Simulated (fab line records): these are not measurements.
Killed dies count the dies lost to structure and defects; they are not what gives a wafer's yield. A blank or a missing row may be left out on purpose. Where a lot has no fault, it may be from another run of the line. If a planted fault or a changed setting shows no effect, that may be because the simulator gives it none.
Which of the tools did it?    flow gf180mcu    Sampling: 13 lots, 39 wafers, 5 of 602 route steps

## WHAT THE GAUGES READ, wafer by wafer
GF_SALICIDE_THK_MEAS_05: measures by xrf. Usual: SALICIDE_TIN_THK 20.22 nm, standard deviation 0.27.
lot   measured      on             SALICIDE_TIN_THK (nm)                flag
L386  day 15 02:41  film-metro-01  19.80 19.63 19.74                    
L387  day 15 12:32  film-metro-04  20.01 19.65 19.68                    
L389  day 15 23:59  film-metro-01  20.23 20.04 19.94                    
L390  day 16 15:37  film-metro-03  19.98 20.27 20.48                    
L391  day 16 22:45  film-metro-01  20.48 20.29 20.31                    
L393  day 17 14:11  film-metro-04  20.23 20.45 20.14                    
L394  day 18 00:32  film-metro-03  21.56 20.11 20.05 21.59 19.94 20.10  
L396  day 18 19:43  film-metro-01  20.58 21.52 20.56 20.62 21.62 20.48  
L405  day 21 21:41  film-metro-03  20.16 20.12 20.47                    
L406  day 22 07:52  film-metro-01  20.17 20.33 19.84                    
L407  day 22 12:49  film-metro-03  20.33 19.99 20.15                    
L408  day 22 21:35  film-metro-01  20.60 20.19 20.49                    
L409  day 23 02:20  film-metro-04  20.38 20.46 20.10                    

GF_CONTACT_BOW_MEAS_05. Usual: CONTACT_BOW 66 um, standard deviation 6.8.
lot   measured      on             CONTACT_BOW (um)  flag
L386  day 15 03:35  film-metro-01  77 67 66          
L387  day 15 13:29  film-metro-03  63 77 75          
L389  day 16 00:53  film-metro-01  64 70 52          
L390  day 16 16:30  film-metro-01  62 73 67          
L391  day 16 23:40  film-metro-01  53 50 64          
L393  day 17 15:04  film-metro-01  68 57 72          
L394  day 18 02:31  film-metro-02  69 76 77          
L396  day 19 03:11  film-metro-01  58 66 72          
L405  day 21 22:35  film-metro-03  59 74 59          
L406  day 22 08:46  film-metro-02  70 75 67          
L407  day 22 13:44  film-metro-03  67 55 54          
L408  day 22 22:29  film-metro-01  63 71 71          
L409  day 23 03:15  film-metro-02  75 64 59          

GF_M1_CD_MEAS_14 targets a cd of 230 nm. Usual: cd-nm at 230.0 nm, with a standard deviation of 1.
lot   measured      on         cd-nm (nm)         flag
L386  day 17 01:13  cd-sem-01  228.6 228.9 227.9  
L387  day 17 11:33  cd-sem-02  229.2 230.3 227.0  
L389  day 18 00:11  cd-sem-01  229.5 229.2 229.7  
L390  day 18 17:01  cd-sem-02  229.3 227.6 228.5  
L391  day 19 00:25  cd-sem-02  231.7 230.8 229.4  
L393  day 19 16:34  cd-sem-02  230.1 229.9 232.1  
L394  day 20 02:53  cd-sem-01  228.8 229.5 230.0  
L396  day 20 22:47  cd-sem-02  231.8 231.7 232.2  
L405  day 23 22:10  cd-sem-02  229.3 230.8 230.0  
L406  day 24 07:46  cd-sem-02  231.8 230.3 231.7  
L407  day 24 13:08  cd-sem-01  230.8 231.0 230.8  
L408  day 24 21:13  cd-sem-02  228.8 229.7 229.8  
L409  day 25 01:52  cd-sem-02  227.9 229.3 229.8  

## WHICH TOOL RAN EACH LOT (tool, then ch and the chambers of the sampled wafers, then the start)
lot   GF_SAB_ETCH_11                      GF_SALICIDE_SPUTTER_03
L386  rie-diel-03 ch 1,2,3, day 15 02:10  pvd-sputter-03, day 15 02:32
L387  rie-diel-01 ch 0,3, day 15 11:59    pvd-sputter-02, day 15 12:22
L389  rie-diel-02 ch 0,2, day 15 23:29    pvd-sputter-03, day 15 23:51
L390  rie-diel-01 ch 0,2,3, day 16 15:05  pvd-sputter-02, day 16 15:27
L391  rie-diel-01 ch 0,2, day 16 22:11    pvd-sputter-04, day 16 22:35
L393  rie-diel-01 ch 2,3, day 17 13:38    pvd-sputter-04, day 17 14:02
L394  rie-diel-03 ch 1,2, day 17 23:58    pvd-sputter-04, day 18 00:23
L396  rie-diel-01 ch 1,2, day 18 19:11    pvd-sputter-04, day 18 19:33
L405  rie-diel-01 ch 0,1,2, day 21 21:10  pvd-sputter-03, day 21 21:32
L406  rie-diel-03 ch 1,2,3, day 22 07:19  pvd-sputter-04, day 22 07:42
L407  rie-diel-01 ch 2,3, day 22 12:17    pvd-sputter-04, day 22 12:40
L408  rie-diel-03 ch 0,2,3, day 22 21:04  pvd-sputter-04, day 22 21:26
L409  rie-diel-02 ch 0,1,2, day 23 01:48  pvd-sputter-02, day 23 02:10
- GF_SAB_ETCH_11: etches SiO2 in C4F8/O2/Ar, target depth 55 nm, time 8.5 s.
- GF_SALICIDE_SPUTTER_03: material TiN, target thk 20 nm, time 16.7 s.

## WHAT THE TOOLS THEMSELVES READ (means of the sampled wafers that have a number; where no wafer has one, the mark that the record gives instead)
GF_SAB_ETCH_11. Usual: bias-w 1200 W, standard deviation 3.6; oes-product-au 1.001 a.u., standard deviation 0.0089.
lot   tool         bias-w (W)  oes-product-au (a.u.)  flag
L386  rie-diel-03  1200        1.010                  
L387  rie-diel-01  1199        0.992                  
L389  rie-diel-02  1198        0.983                  
L390  rie-diel-01  1198        0.994                  
L391  rie-diel-01  1193        0.997                  
L393  rie-diel-01  1204        1.001                  
L394  rie-diel-03  1202        1.010                  
L396  rie-diel-01  1200        1.003                  
L405  rie-diel-01  1198        1.001                  
L406  rie-diel-03  1202        1.007                  
L407  rie-diel-01  1201        0.998                  
L408  rie-diel-03  1201        1.009                  
L409  rie-diel-02  1199        0.995                  

GF_SALICIDE_SPUTTER_03. Usual: throttle-valve-pct at 29.7 %, with a standard deviation of 1.2.
lot   tool            throttle-valve-pct (%)  flag
L386  pvd-sputter-03  29.6                    
L387  pvd-sputter-02  30.3                    
L389  pvd-sputter-03  30.1                    
L390  pvd-sputter-02  30.1                    
L391  pvd-sputter-04  29.1                    
L393  pvd-sputter-04  29.0                    
L394  pvd-sputter-04  29.5                    
L396  pvd-sputter-04  29.9                    
L405  pvd-sputter-03  29.7                    
L406  pvd-sputter-04  29.3                    
L407  pvd-sputter-04  29.4                    
L408  pvd-sputter-04  29.1                    
L409  pvd-sputter-02  30.1                    

## THE ANSWER, worked out from the rows above alone
Rule: a lot counts as off when the mean over its wafers that have a number is more than 3 standard deviations away from the usual mean. Also off: a lot with no number at a reading for which 4 or more lots have one. The other lots that the step has rows for count as sound. First the gauges in route order, then the tools' own readings, where a lot's mean is used as printed above. At the first step where some lot is off, the reading lying furthest off is the one used; lots without a number count as furthest.
None of the lots is off at any reading shown; this tells nothing.

## WHAT THE SIMULATOR HAD INSERTED
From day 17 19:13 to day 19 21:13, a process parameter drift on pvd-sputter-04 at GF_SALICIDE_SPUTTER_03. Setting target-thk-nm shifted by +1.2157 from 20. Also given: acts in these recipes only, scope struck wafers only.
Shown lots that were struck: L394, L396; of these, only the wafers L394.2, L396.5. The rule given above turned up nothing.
